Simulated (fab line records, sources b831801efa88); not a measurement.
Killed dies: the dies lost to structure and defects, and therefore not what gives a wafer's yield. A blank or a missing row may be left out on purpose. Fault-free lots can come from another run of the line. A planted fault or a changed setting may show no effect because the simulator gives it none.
Problem report in the 8D (eight disciplines) form, filled by code / flow gf180mcu / the parts of the form that need people (team, actions taken, sign-off) are left out

== 1. WHAT IS WRONG ==
Wafers without a fault read 97.9 s, standard deviation 0.48; run length s at GF_POLY_GATE_ETCH_13 reads a mean of 108.8 s on 2 wafers belonging to 2 lots. That puts it +23 standard deviations away from the usual mean.
The step: etches poly-Si in HBr/Cl2, stops on SiO2, target depth 198.5 nm, time 69.6 s.
Seen first at day 12 11:50 on rie si-02, wafer L705.4. Wafers with a number at this step in the record: 18, from 6 lots. Rule for "out", or "out of limits": more than 4 standard deviations from the usual mean. The other wafers with a number count as sound.

== 2. WHAT IT IS; WHAT IT IS NOT ==
question=which readings at this step | is=run length s, oes product au | is not=drypump motor current A, he backside leak sccm, throttle valve pct
question=which lots | is=L705, L706 | is not=L694, L714, L715, L717
question=which wafers of those lots | is=L705.4, L706.6 | is not=L705.1, L705.6, L706.3, L706.4
question=read on which tools | is=rie si-02 | is not=rie si-01
question=when | is=from day 12 11:50 | is not=up to then (5 sound wafers); but 11 sound wafers of L706, L714, L715, L717 came after

== 3. WHAT RULES OUT EACH SUSPECT ==
Counting: any tool at a process step up to the reading remains a suspect provided it ran every lot that is out. Sound lots after the first of them don't rule it out here, since some wafers of a struck lot are sound.
- rie si-02 at GF_POLY_GATE_ETCH_13 (etches poly-Si in HBr/Cl2, stops on SiO2, target depth 198.5 nm, time 69.6 s): kept. Ran every lot that is out, first one L705 (day 12 11:50); last sound lot up to then L694 (day 9 05:01). Its own oes product au, run length s readings are out on those wafers.
- At GF_POLY_GATE_ETCH_13, inside rie si-02: chamber 1 took the wafers that are out, while their sound lot-mates went through chambers 0, 2, 3.
Remaining after the count: rie si-02 at GF_POLY_GATE_ETCH_13.

== 4. THE CAUSE (what the simulator had put in) ==
rie si-02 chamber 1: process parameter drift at GF_POLY_GATE_ETCH_13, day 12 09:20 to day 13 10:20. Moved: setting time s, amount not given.
After counting, this tool was the only one left.

== 5. THE EFFECT CHAIN, in route order ==
One row per reading whose mean, taken over the struck wafers that have a number, lies over 3 standard deviations from the usual. Readings are gone through only where the record gives a usual standard deviation; hours: the median, over the lots, of the time from a lot's start at the first step in this table giving one to that lot's start at this step; sigmas: the change measured in usual standard deviations.
hours=0; step=GF_POLY_GATE_ETCH_13; reading=oes product au; usual=0.990 a.u.; on struck wafers=0.901; change=-0.089; sigmas=-11
hours=0; step=GF_POLY_GATE_ETCH_13; reading=run length s; usual=97.9 s; on struck wafers=108.8; change=+10.9; sigmas=+23
The process steps in it:
- GF_POLY_GATE_ETCH_13: etches poly-Si in HBr/Cl2, stops on SiO2, target depth 198.5 nm, time 69.6 s.

== 6. HOW IT WOULD HAVE BEEN CAUGHT EARLIER ==
The fault began at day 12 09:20; the first out-of-limits reading in this record came at day 12 11:50, 2 hours later.
